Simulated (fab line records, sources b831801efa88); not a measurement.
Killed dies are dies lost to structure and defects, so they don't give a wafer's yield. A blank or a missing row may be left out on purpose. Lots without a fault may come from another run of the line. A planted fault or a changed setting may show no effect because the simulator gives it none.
Chamber matching | flow sky130 | SKY_POLY_GATE_ETCH_17 on rie_si-02: 4 sister chambers
The step etches poly-Si in HBr/Cl2, stops on SiO2, target depth 180 nm, time 70.5 s. 4 wafers are shown with their chamber, then 8 later ones without.

WAFERS WITH THEIR CHAMBER
wafer  | chamber | throttle_valve_pct (%)
L214.6 | 2       | 33.677
L218.2 | 0       | 33.673
L218.5 | 1       | 33.686
L224.2 | 3       | 33.662

WAFERS WITHOUT THEIR CHAMBER
wafer  | throttle_valve_pct (%)
L224.4 | 33.692
L224.6 | 33.674
L226.3 | 33.681
L226.4 | 33.680
L226.5 | 33.694
L229.1 | 33.688
L229.2 | 33.672
L229.6 | 33.689

WHICH CHAMBER EACH WENT THROUGH
wafer  | from the rows above          | in truth
L224.4 | 1                            | 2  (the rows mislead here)
L224.6 | can't be placed: 0 or 2      | 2
L226.3 | can't be placed: 2 or 1 or 0 | 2
L226.4 | can't be placed: 2 or 1 or 0 | 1
L226.5 | 1                            | 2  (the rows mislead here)
L229.1 | 1                            | 1
L229.2 | can't be placed: 0 or 2      | 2
L229.6 | 1                            | 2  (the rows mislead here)
Placed correctly: 1 of 8. Can't be placed from these rows: 4 (the true chamber is among the candidates in 4). Placed wrongly: 3.
How it was worked out, from the rows above alone: a wafer's distance from a chamber is the root of the sum, over the readings, of the square of ((its reading less the chamber's mean) divided by the reading's scatter). The wafer belongs to the nearest chamber; if the next one is less than 2 further off, it can't be placed. A chamber's mean is the mean of its shown wafers. The scatter: with one shown wafer a chamber, the root of the mean of the squares of how far each hidden wafer lies from its nearest shown one.
